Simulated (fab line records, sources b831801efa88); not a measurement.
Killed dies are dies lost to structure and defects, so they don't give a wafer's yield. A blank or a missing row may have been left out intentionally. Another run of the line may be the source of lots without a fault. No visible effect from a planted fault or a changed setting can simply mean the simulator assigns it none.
2 desks looking at one fault | flow gf180mcu | only its own numbers are on each desk; what lay behind them is given at the end

== DESK OF THE TOOL OWNER: cmp-02 ==
The tool's own readings at GF_V5_CMP_04 (polishes SiO2): means of the sampled wafers that have a number, for each lot that ran on this tool. Marked OUT: a lot whose mean sits more than 4 standard deviations from the usual mean, which makes it out of limits; the brackets give that distance.
Columns: A = motor_current_A at GF_V5_CMP_04, usual 11.9 A; B = retaining_ring_pressure_frac at GF_V5_CMP_04, usual 1.001
lot  | first seen here | A    | B
L636 | day 26 20:19    | 12.1 | 0.997
L643 | day 28 22:19    | 11.5 | 1.002
L647 | day 30 04:03    | 12.8 | 0.999
L658 | day 32 20:13    | 13.1 | 1.001
This desk found nothing out of limits on any of the 4 lots.

== METROLOGY DESK ==
What the gauges read for every lot (on any tool): the sampled wafers with a number, averaged. Marked OUT: a lot whose mean sits more than 4 standard deviations from the usual mean, which makes it out of limits; the brackets give that distance.
Columns: A = V5_BOW at GF_V5_BOW_MEAS_05, usual 134 um; B = cd_nm at GF_V5_CD_MEAS_14, usual 260.2 nm; C = V5_W_THK at GF_V5_THK_MEAS_25, usual 360 nm
lot  | first seen here | A   | B     | C
L635 | day 26 19:14    | 124 | 260.6 | 359
L636 | day 26 20:35    | 123 | 260.7 | 359
L637 | day 27 08:37    | 129 | 259.9 | 356
L641 | day 28 07:16    | 140 | 259.3 | 366
L643 | day 28 22:37    | 120 | 261.1 | 360
L647 | day 30 04:18    | 146 | 260.8 | 359
L649 | day 30 10:23    | 150 | 261.1 | 357
L648 | day 30 13:07    | 142 | 261.1 | 353
L651 | day 31 04:55    | 127 | 260.1 | 350
L652 | day 31 11:32    | 123 | 259.8 | 367
L653 | day 31 15:55    | 139 | 258.8 | 367
L655 | day 32 07:56    | 136 | 258.9 | 359
L658 | day 32 20:32    | 132 | 259.6 | 356
This desk found nothing out of limits on any of the 13 lots.

== TAKEN TOGETHER ==
The desk of the tool owner found nothing out of limits.
Nothing out of limits was seen by the metrology desk.

== WHAT THE SIMULATOR PUT IN ==
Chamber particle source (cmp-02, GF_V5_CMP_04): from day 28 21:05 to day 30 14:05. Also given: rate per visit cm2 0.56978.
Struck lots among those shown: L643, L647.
